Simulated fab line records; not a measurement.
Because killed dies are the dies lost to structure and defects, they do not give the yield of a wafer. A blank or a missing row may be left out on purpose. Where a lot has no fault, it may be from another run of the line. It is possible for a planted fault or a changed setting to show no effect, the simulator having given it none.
Which tool is to blame? | flow sky130 | 15 lots (45 wafers sampled), 1 step of a 708-step route

== WHAT THE GAUGES READ, wafer by wafer ==
SKY_POLY_GATE_CD_MEAS_22.
lot  | measured     | on       | cdNm (nm)
L635 | day 16 17:27 | cdSem-02 | 148.9 147.4 149.0
L639 | day 17 23:01 | cdSem-01 | 147.7 150.8 152.5
L640 | day 18 05:20 | cdSem-01 | 151.1 152.2 150.0
L641 | day 19 09:06 | cdSem-02 | 150.7 152.1 150.7
L642 | day 19 10:22 | cdSem-02 | 147.9 150.6 147.8
L643 | day 19 16:19 | cdSem-01 | 148.7 149.1 147.5
L644 | day 19 21:32 | cdSem-02 | 148.6 151.1 146.4
L645 | day 19 21:48 | cdSem-01 | 150.3 150.0 151.6
L646 | day 20 21:02 | cdSem-02 | 149.9 149.6 153.1
L647 | day 21 01:43 | cdSem-02 | 148.6 150.2 149.6
L654 | day 23 05:53 | cdSem-02 | 150.5 150.4 151.7
L655 | day 23 18:34 | cdSem-02 | 151.3 150.9 150.4
L656 | day 24 01:50 | cdSem-01 | 149.2 148.1 150.9
L657 | day 24 09:00 | cdSem-01 | 153.2 152.7 152.7
L658 | day 24 11:59 | cdSem-01 | 148.4 150.1 145.3

== EACH LOT AND THE TOOL THAT RAN IT (in order: tool; ch and the chambers of the sampled wafers; start) ==
Record: no process step prior to these readings.

== WHAT THE TOOLS THEMSELVES READ (means of the sampled wafers that have a number; where no wafer has one, the mark that the record gives instead) ==
The record holds no such reading with a usual standard deviation.

== THE ANSWER, worked out from the rows above alone ==
Rule: the usual values come from the lots themselves. The widest of any qualifying gaps counts: lots, ordered by their means at a reading, are off when they make up no more than a third of the lots, leave a main group of 4 or more, and stand apart from it by 3 or more times the standard deviation of that group's means. A main group whose means are all the same, to the digits that the tables above print for the reading, isn't used. A lot without any number at a reading at which 4 lots or more have one is off too. All remaining lots with rows at the step are treated as sound. First the gauges in route order, then the tools' own readings, where a lot's mean is used as printed above. At the first step where some lot is off, the reading lying furthest off is the one used; lots without a number count as furthest.
No lot is off on any of the readings shown, so nothing can be concluded from this.

== WHAT THE SIMULATOR HAD PUT IN ==
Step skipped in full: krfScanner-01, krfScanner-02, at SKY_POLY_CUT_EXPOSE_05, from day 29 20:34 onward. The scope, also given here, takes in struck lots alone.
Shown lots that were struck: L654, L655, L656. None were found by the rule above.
